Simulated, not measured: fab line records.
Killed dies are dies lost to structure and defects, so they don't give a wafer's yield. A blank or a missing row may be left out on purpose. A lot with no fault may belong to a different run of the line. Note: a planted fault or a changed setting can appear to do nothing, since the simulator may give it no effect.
Chamber matching + flow gf180mcu + 4 sister chambers for GF_V3_ETCH_16 on rie_diel-02
The step etches BARC in N2/H2. 8 wafers are shown with their chamber, then 9 later ones without.

WAFERS PAIRED WITH THEIR CHAMBERS
| wafer  | chamber | drypump_motor_current_A (A) | throttle_valve_pct (%) |
|--------|---------|-----------------------------|------------------------|
| L086.1 | 0       | 6.4                         | 13.226                 |
| L086.5 | 1       | 5.3                         | 13.224                 |
| L086.6 | 2       | 5.9                         | 13.235                 |
| L088.1 | 2       | 5.9                         | 13.225                 |
| L088.5 | 1       | 5.3                         | 13.221                 |
| L089.1 | 0       | 6.3                         | 13.228                 |
| L089.3 | 3       | 6.2                         | 13.221                 |
| L089.5 | 3       | 6.2                         | 13.215                 |

WAFERS WITHOUT THEIR CHAMBER
| wafer  | drypump_motor_current_A (A) | throttle_valve_pct (%) |
|--------|-----------------------------|------------------------|
| L093.1 | 5.9                         | 13.217                 |
| L093.2 | 6.2                         | 13.236                 |
| L093.3 | 5.4                         | 13.233                 |
| L093.4 | 5.3                         | 13.230                 |
| L093.5 | 6.2                         | 13.233                 |
| L093.6 | 5.9                         | 13.227                 |
| L096.1 | 5.8                         | 13.231                 |
| L096.3 | 6.2                         | 13.237                 |
| L096.4 | 5.3                         | 13.220                 |

CHAMBER TAKEN BY EACH
| wafer  | from the rows above     | in truth |
|--------|-------------------------|----------|
| L093.1 | 2                       | 2        |
| L093.2 | can't be placed: 3 or 0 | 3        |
| L093.3 | 1                       | 1        |
| L093.4 | 1                       | 1        |
| L093.5 | can't be placed: 3 or 0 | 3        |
| L093.6 | 2                       | 2        |
| L096.1 | 2                       | 2        |
| L096.3 | can't be placed: 3 or 0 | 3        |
| L096.4 | 1                       | 1        |
Placed correctly: 6 of 9. From these rows, 3 cannot be placed; in 3 the true chamber is one of the candidates. Placed wrongly: 0.
How it was worked out, from the rows above alone: a wafer's distance from a chamber is the root of the sum, over the readings, of the square of ((its reading less the chamber's mean) divided by the reading's scatter). If the next closest chamber is less than 2 further off than the closest, the wafer can't be placed; otherwise it belongs to the closest. The mean given for a chamber averages the wafers shown for that chamber. The scatter: the root of (the sum of the squares of (reading less its chamber's mean) over the shown wafers, divided by (wafers less chambers)).
